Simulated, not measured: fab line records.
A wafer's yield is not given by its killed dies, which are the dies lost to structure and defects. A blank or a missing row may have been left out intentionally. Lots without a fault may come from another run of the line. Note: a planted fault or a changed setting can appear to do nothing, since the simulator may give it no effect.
A struck lot beside a sound one    flow sky130    18 steps out of a route of 708
Sound: the wafers L421.1, L421.5, L421.6. The struck wafers were L436.2, L436.3, L436.6. The cause is named last.
For every step that has rows: the tool of each side, followed by ch and its chambers, followed by its first start. Under that, the readings that differ: sound wafers    struck wafers    difference of the means    sigmas: that difference in standard deviations of wafers without a fault.
alike: same words and numbers on both sides, and readings whose means sit less than 2 such deviations apart. not compared: any withheld reading, any reading some wafer has no value for, any bound like >300 that may hide the same value, and any number with overlapping values for which the record gives no deviation.
Wherever a step has rows on one side only, a row that says differs or no value, or a row with sigmas, the two part there. Numbers that have no deviation but don't overlap get no sigmas and don't part them. A reading that every wafer of one side lacks parts them only if that side has two wafers or more.

first, 1 step without rows for these wafers: SKY_VT_ADJUST_HVTP_DEVELOP_06 (develop time 60 s).
SKY_VT_ADJUST_HVTP_CD_MEAS_07 targets a cd of 380 nm.
  sound: cd-sem-01 at day 7 14:42; struck: cd-sem-01 at day 11 12:40
  alike: cd-nm
SKY_VT_ADJUST_HVTP_OVL_MEAS_08:
  sound: overlay-01 at day 7 14:49; struck: overlay-01 at day 11 12:47
  alike: VT_ADJUST_HVTP_OVL
next, for these wafers, 1 step has no rows: SKY_VT_ADJUST_HVTP_IMPLANT_09.
SKY_VT_ADJUST_HVTP_STRIP_10: strips in O2/N2.
  sound on plasma-asher-03 ch 0,1, day 7 15:01; struck on plasma-asher-04 ch 0,1, day 11 12:58
reading                       sound              struck             difference  sigmas
strip-time-to-endpoint-s (s)  14.24 14.23 14.26  14.16 14.15 14.18  -0.08       -2
  alike: drypump-motor-current-A, oes-product-au
  not compared: rf-hours-counter-h
SKY_VT_ADJUST_HVTP_TW_MEAS_11:
  sound: film-metro-03 at day 7 15:07; struck: film-metro-02 at day 11 13:04
  alike: VT_ADJUST_HVTP_TW
then, 6 steps without rows for these wafers: SKY_VT_ADJUST_LVTN_DEHYDRATE_00 (time 60 s); SKY_VT_ADJUST_LVTN_HMDS_01 (prime time 60 s); SKY_VT_ADJUST_LVTN_COAT_02 (resist thk 3000 nm); SKY_VT_ADJUST_LVTN_SOFTBAKE_03; SKY_VT_ADJUST_LVTN_EXPOSE_04 (exposes mask NWM COMPLEMENT LESS NATIVE, target cd 840 nm); SKY_VT_ADJUST_LVTN_PEB_05.
SKY_VT_ADJUST_LVTN_DEVELOP_06: develop time 60 s.
  sound on litho-track-02 ch 0, day 8 10:00; struck on litho-track-02 ch 0, day 12 12:00
SKY_VT_ADJUST_LVTN_OVL_MEAS_07:
  sound: overlay-02 at day 8 10:38; struck: overlay-01 at day 12 12:36
reading                  sound           struck  difference                     sigmas
VT_ADJUST_LVTN_OVL (nm)  -0.5 -2.0 -1.4  - - -   no value on the struck wafers  
next, for these wafers, 1 step has no rows: SKY_VT_ADJUST_LVTN_IMPLANT_08.
SKY_VT_ADJUST_LVTN_STRIP_09: strips in O2/N2.
  sound on plasma-asher-02 ch 0,1, day 8 10:50; struck on plasma-asher-02 ch 0,1, day 12 12:47
  alike: drypump-motor-current-A, oes-product-au, strip-time-to-endpoint-s
  not compared: rf-hours-counter-h
SKY_VT_ADJUST_LVTN_TW_MEAS_10:
  sound: film-metro-04 at day 8 10:56; struck: film-metro-02 at day 12 12:53
reading            sound              struck          difference  sigmas
VT_ADJUST_LVTN_TW  240.4 239.8 240.4  30.1 29.9 30.0  -210.2      -70
then, 1 step without rows for these wafers: SKY_VT_ADJUST_LVTN_DEHYDRATE_11 (time 60 s).

## WHERE THEY PART
Last at SKY_VT_ADJUST_LVTN_TW_MEAS_10 as far as this record goes, first at SKY_VT_ADJUST_HVTP_STRIP_10.

WHY: what the simulator had put in
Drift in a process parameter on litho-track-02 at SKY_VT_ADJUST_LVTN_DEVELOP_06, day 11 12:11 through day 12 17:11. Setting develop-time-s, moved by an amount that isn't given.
